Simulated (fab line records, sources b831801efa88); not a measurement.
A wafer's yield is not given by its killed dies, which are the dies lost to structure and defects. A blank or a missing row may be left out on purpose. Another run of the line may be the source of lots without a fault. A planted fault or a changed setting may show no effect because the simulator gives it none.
Matching of chambers || flow sky130 || SKY_POLY_GATE_ETCH_16 on rie_diel-01: 4 sister chambers
The step etches Si3N4 in CH3F/O2, stops on poly-Si, time 147.5 s, target depth 75 nm. 14 wafers are shown with their chamber, then 7 later ones without.

## WAFERS WITH THEIR CHAMBER
{"wafer": "L291.2", "chamber": 1, "O2_flow_sccm (sccm)": 29.96, "oes_product_au (a.u.)": 0.641, "throttle_valve_pct (%)": 10.533}
{"wafer": "L291.4", "chamber": 3, "O2_flow_sccm (sccm)": 29.93, "oes_product_au (a.u.)": 0.643, "throttle_valve_pct (%)": 10.545}
{"wafer": "L291.6", "chamber": 0, "O2_flow_sccm (sccm)": 29.92, "oes_product_au (a.u.)": 0.646, "throttle_valve_pct (%)": 10.539}
{"wafer": "L294.1", "chamber": 1, "O2_flow_sccm (sccm)": 29.83, "oes_product_au (a.u.)": 0.649, "throttle_valve_pct (%)": 10.549}
{"wafer": "L294.3", "chamber": 0, "O2_flow_sccm (sccm)": 30.12, "oes_product_au (a.u.)": 0.642, "throttle_valve_pct (%)": 10.541}
{"wafer": "L294.4", "chamber": 2, "O2_flow_sccm (sccm)": 30.02, "oes_product_au (a.u.)": 0.646, "throttle_valve_pct (%)": 10.519}
{"wafer": "L295.1", "chamber": 2, "O2_flow_sccm (sccm)": 30.13, "oes_product_au (a.u.)": 0.636, "throttle_valve_pct (%)": 10.521}
{"wafer": "L295.2", "chamber": 3, "O2_flow_sccm (sccm)": 30.03, "oes_product_au (a.u.)": 0.645, "throttle_valve_pct (%)": 10.534}
{"wafer": "L295.6", "chamber": 0, "O2_flow_sccm (sccm)": 29.98, "oes_product_au (a.u.)": 0.644, "throttle_valve_pct (%)": 10.526}
{"wafer": "L304.1", "chamber": 2, "O2_flow_sccm (sccm)": 30.06, "oes_product_au (a.u.)": 0.647, "throttle_valve_pct (%)": 10.537}
{"wafer": "L304.3", "chamber": 3, "O2_flow_sccm (sccm)": 30.03, "oes_product_au (a.u.)": 0.638, "throttle_valve_pct (%)": 10.525}
{"wafer": "L304.5", "chamber": 2, "O2_flow_sccm (sccm)": 30.03, "oes_product_au (a.u.)": 0.642, "throttle_valve_pct (%)": 10.538}
{"wafer": "L306.2", "chamber": 1, "O2_flow_sccm (sccm)": 29.98, "oes_product_au (a.u.)": 0.647, "throttle_valve_pct (%)": 10.532}
{"wafer": "L306.5", "chamber": 2, "O2_flow_sccm (sccm)": 29.93, "oes_product_au (a.u.)": 0.636, "throttle_valve_pct (%)": 10.528}

SIGNATURES (averages over the wafers above)
{"reading": "O2_flow_sccm", "chamber 0": 30.0067, "chamber 1": 29.9233, "chamber 2": 30.0340, "chamber 3": 29.9967, "scatter within a chamber": 0.0787}
{"reading": "oes_product_au", "chamber 0": 0.64400, "chamber 1": 0.64567, "chamber 2": 0.64140, "chamber 3": 0.64200, "scatter within a chamber": 0.00424}
{"reading": "throttle_valve_pct", "chamber 0": 10.53533, "chamber 1": 10.53800, "chamber 2": 10.52860, "chamber 3": 10.53467, "scatter within a chamber": 0.00908}
Rule: a wafer lies at a distance from a chamber equal to the root of the sum of squares, over the readings, of (its reading less the chamber's mean, divided by the reading's scatter). If the next closest chamber is less than 2 further off than the closest, the wafer can't be placed; otherwise it belongs to the closest. The scatter: take each reading less its chamber's mean, square it, sum over the shown wafers, divide by the number of wafers less the number of chambers, and take the root.

## WAFERS WITH NO CHAMBER GIVEN
{"wafer": "L306.6", "O2_flow_sccm (sccm)": 29.89, "oes_product_au (a.u.)": 0.640, "throttle_valve_pct (%)": 10.538}
{"wafer": "L312.1", "O2_flow_sccm (sccm)": 30.04, "oes_product_au (a.u.)": 0.631, "throttle_valve_pct (%)": 10.532}
{"wafer": "L312.3", "O2_flow_sccm (sccm)": 30.08, "oes_product_au (a.u.)": 0.641, "throttle_valve_pct (%)": 10.527}
{"wafer": "L312.4", "O2_flow_sccm (sccm)": 30.03, "oes_product_au (a.u.)": 0.636, "throttle_valve_pct (%)": 10.540}
{"wafer": "L313.3", "O2_flow_sccm (sccm)": 29.93, "oes_product_au (a.u.)": 0.638, "throttle_valve_pct (%)": 10.542}
{"wafer": "L313.4", "O2_flow_sccm (sccm)": 30.03, "oes_product_au (a.u.)": 0.646, "throttle_valve_pct (%)": 10.544}
{"wafer": "L313.5", "O2_flow_sccm (sccm)": 29.95, "oes_product_au (a.u.)": 0.639, "throttle_valve_pct (%)": 10.522}

## WHICH CHAMBER EACH WENT THROUGH
{"wafer": "L306.6", "from the rows above": "can't be placed: 1 or 3 or 0 or 2", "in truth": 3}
{"wafer": "L312.1", "from the rows above": "can't be placed: 2 or 3 or 0 or 1", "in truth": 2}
{"wafer": "L312.3", "from the rows above": "can't be placed: 2 or 3 or 0 or 1", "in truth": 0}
{"wafer": "L312.4", "from the rows above": "can't be placed: 3 or 2 or 0 or 1", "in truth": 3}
{"wafer": "L313.3", "from the rows above": "can't be placed: 3 or 1 or 0 or 2", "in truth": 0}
{"wafer": "L313.4", "from the rows above": "can't be placed: 0 or 3 or 1 or 2", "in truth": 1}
{"wafer": "L313.5", "from the rows above": "can't be placed: 2 or 3 or 0 or 1", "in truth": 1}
0 of 7 placed correctly. These rows do not allow placing 7 (true chamber among the candidates in 7). Number placed wrongly: 0.
